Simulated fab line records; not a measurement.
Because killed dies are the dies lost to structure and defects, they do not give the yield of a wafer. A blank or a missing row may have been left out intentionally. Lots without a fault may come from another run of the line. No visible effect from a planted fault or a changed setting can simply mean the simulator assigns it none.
Which of the tools did it? | flow gf180mcu | 15 lots, 43 wafers sampled, at 7 steps of a route of 602

## WHAT THE GAUGES READ, wafer by wafer
GF_SALICIDE_THK_MEAS_05: measures by xrf.
lot  | measured     | on            | SALICIDE_TIN_THK (nm)
L823 | day 14 21:13 | film-metro-04 | 20.1 20.3 20.0
L824 | day 15 11:03 | film-metro-03 | 19.8 20.0 20.0
L828 | day 16 16:30 | film-metro-02 | 19.6 20.1 19.7
L830 | day 17 18:29 | film-metro-03 | 20.0 20.1
L832 | day 18 06:55 | film-metro-04 | 19.9 19.7 19.8
L834 | day 19 02:53 | film-metro-04 | 19.6 19.9
L837 | day 20 03:11 | film-metro-03 | 19.9 20.2 19.5
L838 | day 20 10:50 | film-metro-04 | 19.7 19.8 19.6
L840 | day 21 07:35 | film-metro-03 | 19.7 19.8 20.0
L841 | day 21 12:50 | film-metro-04 | 19.8 19.9 20.0
L842 | day 21 18:41 | film-metro-03 | 20.4 20.2 19.9
L843 | day 22 11:02 | film-metro-04 | 19.3 19.4 19.5
L844 | day 22 17:56 | film-metro-04 | 19.5 20.0 19.7
L845 | day 23 02:49 | film-metro-03 | 19.8 19.6 19.7
L846 | day 23 06:45 | film-metro-03 | 19.7 19.9 19.7

GF_CONTACT_THK_MEAS_03.
lot  | measured     | on            | CONTACT_CVD_02_THK (nm)
L823 | day 14 21:44 | film-metro-01 | 862 883 872
L824 | day 15 11:35 | film-metro-02 | 868 877 874
L828 | day 16 17:01 | film-metro-01 | 834 851 872
L830 | day 17 19:01 | film-metro-01 | 313 884
L832 | day 18 07:27 | film-metro-03 | 313 844 858
L834 | day 19 03:25 | film-metro-03 | 303 303
L837 | day 20 03:55 | film-metro-01 | 867 882 875
L838 | day 20 11:21 | film-metro-03 | 848 871 864
L840 | day 21 08:08 | film-metro-03 | 858 855 846
L841 | day 21 13:23 | film-metro-01 | 844 854 859
L842 | day 21 19:14 | film-metro-03 | 837 840 837
L843 | day 22 11:34 | film-metro-01 | 854 863 846
L844 | day 22 18:28 | film-metro-01 | 855 858 865
L845 | day 23 03:21 | film-metro-03 | 846 819 850
L846 | day 23 07:17 | film-metro-01 | 840 849 860

GF_M1_RS_MEAS_05: measurement is done with a four-point probe.
lot  | measured     | on            | M1_ALCU_RS (ohm/sq)
L823 | day 15 20:37 | film-metro-04 | 0.0709 0.0712 0.0705
L824 | day 16 10:50 | film-metro-02 | 0.0706 0.0707 0.0692
L828 | day 17 18:50 | film-metro-02 | 0.0691 0.0712 0.0705
L830 | day 18 20:44 | film-metro-04 | 0.0696 0.0697
L832 | day 19 09:28 | film-metro-01 | 0.0692 0.0697 0.0699
L834 | day 20 06:07 | film-metro-04 | 0.0701 0.0701
L837 | day 21 05:37 | film-metro-04 | 0.0697 0.0696 0.0700
L838 | day 21 13:04 | film-metro-04 | 0.0687 0.0696 0.0695
L840 | day 22 09:18 | film-metro-04 | 0.0676 0.0671 0.0681
L841 | day 22 14:56 | film-metro-01 | 0.0701 0.0704 0.0705
L842 | day 22 20:21 | film-metro-04 | 0.0693 0.0688 0.0689
L843 | day 23 12:30 | film-metro-04 | 0.0688 0.0683 0.0690
L844 | day 23 19:43 | film-metro-04 | 0.0693 0.0685 0.0698
L845 | day 24 04:00 | film-metro-04 | 0.0695 0.0685 0.0693
L846 | day 24 07:13 | film-metro-04 | 0.0705 0.0704 0.0705

## TOOL THAT RAN EACH LOT (tool first, then ch and the chambers of the sampled wafers, then the start)
lot  | GF_HV_LDD_STRIP_37                   | GF_CONTACT_CVD_02               | GF_CONTACT_CMP_04             | GF_CONTACT_ETCH_17
L823 | plasma-asher-04 ch 0,1, day 11 09:36 | pecvd-04 ch 1,2, day 14 21:40   | cmp-01 ch 1,2,3, day 14 21:57 | rie-diel-04 ch 0,3, day 15 20:37 or earlier
L824 | plasma-asher-02 ch 0,1, day 11 20:32 | pecvd-01 ch 1,2, day 15 11:29   | cmp-02 ch 2,3, day 15 11:40   | rie-diel-03 ch 0,1, day 16 10:50 or earlier
L828 | plasma-asher-02 ch 0,1, day 12 23:40 | pecvd-02 ch 0,1, day 16 16:56   | cmp-01 ch 0,1,2, day 16 17:07 | rie-diel-01 ch 0,2,3, day 17 18:50 or earlier
L830 | plasma-asher-01 ch 0,1, day 13 22:35 | pecvd-02 ch 0,1, day 17 18:55   | cmp-01 ch 2,3, day 17 19:03   | rie-diel-04 ch 2,3, day 18 20:44 or earlier
L832 | plasma-asher-01 ch 0,1, day 14 09:25 | pecvd-02 ch 0,1,2, day 18 07:23 | cmp-02 ch 0,1,3, day 18 07:31 | rie-diel-03 ch 1,3, day 19 09:28 or earlier
L834 | plasma-asher-01 ch 0,1, day 15 02:46 | pecvd-02 ch 1,2, day 19 03:20   | cmp-02 ch 0,2, day 19 03:28   | rie-diel-01 ch 0,2, day 20 06:07 or earlier
L837 | plasma-asher-02 ch 0,1, day 15 23:56 | pecvd-04 ch 0,1,2, day 20 03:49 | cmp-01 ch 0,1,2, day 20 04:08 | rie-diel-03 ch 0,1,2, day 21 05:37 or earlier
L838 | plasma-asher-04 ch 0, day 16 06:33   | pecvd-04 ch 0,1, day 20 11:16   | cmp-01 ch 0,1,2, day 20 11:30 | rie-diel-03 ch 0,1, day 21 13:04 or earlier
L840 | plasma-asher-01 ch 0,1, day 17 01:57 | pecvd-02 ch 0,1,2, day 21 08:04 | cmp-01 ch 0,1,2, day 21 08:11 | rie-diel-04 ch 1,2,3, day 22 09:18 or earlier
L841 | plasma-asher-01 ch 0,1, day 17 08:42 | pecvd-04 ch 1,2, day 21 13:18   | cmp-02 ch 0,3, day 21 13:29   | rie-diel-03 ch 0,3, day 22 14:56 or earlier
L842 | plasma-asher-01 ch 0,1, day 17 12:53 | pecvd-04 ch 0,2, day 21 19:08   | cmp-02 ch 0,1,2, day 21 19:16 | rie-diel-01 ch 2,3, day 22 20:21 or earlier
L843 | plasma-asher-01 ch 0,1, day 18 06:32 | pecvd-04 ch 0,1, day 22 11:28   | cmp-02 ch 0,1,3, day 22 11:45 | rie-diel-04 ch 0,1, day 23 12:30 or earlier
L844 | plasma-asher-02 ch 0,1, day 18 13:54 | pecvd-02 ch 0,1,2, day 22 18:24 | cmp-02 ch 0,2,3, day 22 18:38 | rie-diel-03 ch 1,2,3, day 23 19:43 or earlier
L845 | plasma-asher-02 ch 0,1, day 18 21:57 | pecvd-04 ch 0,1,2, day 23 03:16 | cmp-02 ch 1,3, day 23 03:24   | rie-diel-01 ch 0,1,3, day 24 04:00 or earlier
L846 | plasma-asher-02 ch 0,1, day 19 02:53 | pecvd-04 ch 0,2, day 23 07:11   | cmp-02 ch 2,3, day 23 07:22   | rie-diel-04 ch 1,2,3, day 24 07:13 or earlier
- GF_HV_LDD_STRIP_37: strips in O2/N2.
- GF_CONTACT_CVD_02: deposits SiO2 from TEOS, target thk 860 nm, time 95.992 s.
- GF_CONTACT_CMP_04: polishes SiO2.
- GF_CONTACT_ETCH_17: etches SiO2 in C4F8/O2/Ar, stops on CoSi2, target depth 860 nm.

## AS READ BY THE TOOLS THEMSELVES (means over the sampled wafers that have a number; for cases with no such wafer, the mark the record gives instead)
GF_HV_LDD_STRIP_37.
lot  | tool            | drypump-motor-current-A (A) | heater-power-w (W) | oes-product-au (a.u.) | strip-time-to-endpoint-s (s)
L823 | plasma-asher-04 | 5.1                         | 370                | 0.718                 | 12.65
L824 | plasma-asher-02 | 5.1                         | 290                | 0.718                 | 12.67
L828 | plasma-asher-02 | 5.2                         | 297                | 0.710                 | 12.63
L830 | plasma-asher-01 | 5.9                         | 316                | 0.719                 | 12.61
L832 | plasma-asher-01 | 5.7                         | 319                | 0.713                 | 12.63
L834 | plasma-asher-01 | 5.8                         | 312                | 0.714                 | 12.68
L837 | plasma-asher-02 | 5.4                         | 278                | 0.714                 | 12.61
L838 | plasma-asher-04 | 4.9                         | 381                | 0.713                 | 12.64
L840 | plasma-asher-01 | 6.0                         | 315                | 0.714                 | 12.62
L841 | plasma-asher-01 | 6.0                         | 314                | 0.716                 | 12.69
L842 | plasma-asher-01 | 5.8                         | 322                | 0.719                 | 12.68
L843 | plasma-asher-01 | 5.7                         | 320                | 0.717                 | 12.60
L844 | plasma-asher-02 | 5.4                         | 277                | 0.714                 | 12.67
L845 | plasma-asher-02 | 5.4                         | 274                | 0.725                 | 12.68
L846 | plasma-asher-02 | 5.2                         | 293                | 0.717                 | 12.63

GF_CONTACT_CVD_02.
lot  | tool     | heater-power-w (W)
L823 | pecvd-04 | 566
L824 | pecvd-01 | 710
L828 | pecvd-02 | 585
L830 | pecvd-02 | 616
L832 | pecvd-02 | 631
L834 | pecvd-02 | 752
L837 | pecvd-04 | 577
L838 | pecvd-04 | 708
L840 | pecvd-02 | 621
L841 | pecvd-04 | 611
L842 | pecvd-04 | 648
L843 | pecvd-04 | 626
L844 | pecvd-02 | 682
L845 | pecvd-04 | 624
L846 | pecvd-04 | 619

GF_CONTACT_CMP_04.
lot  | tool   | motor-current-A (A) | time-to-endpoint-s (s)
L823 | cmp-01 | 11.6                | 113
L824 | cmp-02 | 11.5                | 116
L828 | cmp-01 | 11.7                | 104
L830 | cmp-01 | 13.0                | 77
L832 | cmp-02 | 11.4                | 89
L834 | cmp-02 | 12.3                | 46
L837 | cmp-01 | 11.6                | 107
L838 | cmp-01 | 11.7                | 104
L840 | cmp-01 | 11.9                | 101
L841 | cmp-02 | 11.1                | 110
L842 | cmp-02 | 12.3                | 100
L843 | cmp-02 | 11.5                | 107
L844 | cmp-02 | 12.1                | 109
L845 | cmp-02 | 11.3                | 101
L846 | cmp-02 | 12.3                | 103

GF_CONTACT_ETCH_17.
lot  | tool        | oes-product-au (a.u.)
L823 | rie-diel-04 | 0.815
L824 | rie-diel-03 | 0.819
L828 | rie-diel-01 | 0.814
L830 | rie-diel-04 | 0.751
L832 | rie-diel-03 | 0.771
L834 | rie-diel-01 | 0.682
L837 | rie-diel-03 | 0.817
L838 | rie-diel-03 | 0.816
L840 | rie-diel-04 | 0.814
L841 | rie-diel-03 | 0.820
L842 | rie-diel-01 | 0.815
L843 | rie-diel-04 | 0.814
L844 | rie-diel-03 | 0.815
L845 | rie-diel-01 | 0.812
L846 | rie-diel-04 | 0.815

## THE ANSWER, worked out from the rows above alone
Rule: usual is defined by the lots themselves. The widest of any qualifying gaps counts: lots, ordered by their means at a reading, are off when they make up no more than a third of the lots, leave a main group of 4 or more, and stand apart from it by 3 or more times the standard deviation of that group's means. A main group is skipped when, at the precision printed for the reading in the tables above, its means are all equal. A lot without any number at a reading at which 4 lots or more have one is off too. Where the step has rows for the other lots, those lots are counted as sound. First the gauges in route order, then the tools' own readings, where a lot's mean is used as printed above. At the first step where some lot is off, the reading lying furthest off is the one used; lots without a number count as furthest.
Off: L830, L832, L834, at GF_CONTACT_THK_MEAS_03 (CONTACT_CVD_02_THK). The main group: mean 857 nm, standard deviation 12.
If a tool, at a process step before that reading, ran all the lots that are off and no sound lot after the first of them, it fits. The gauges at GF_CONTACT_THK_MEAS_03 aren't tried: what is off there is off at GF_CONTACT_ETCH_17 too, on other tools, and a gauge's error can't cause that. Not one of the candidates tried fits.

## WHAT THE SIMULATOR HAD PUT IN
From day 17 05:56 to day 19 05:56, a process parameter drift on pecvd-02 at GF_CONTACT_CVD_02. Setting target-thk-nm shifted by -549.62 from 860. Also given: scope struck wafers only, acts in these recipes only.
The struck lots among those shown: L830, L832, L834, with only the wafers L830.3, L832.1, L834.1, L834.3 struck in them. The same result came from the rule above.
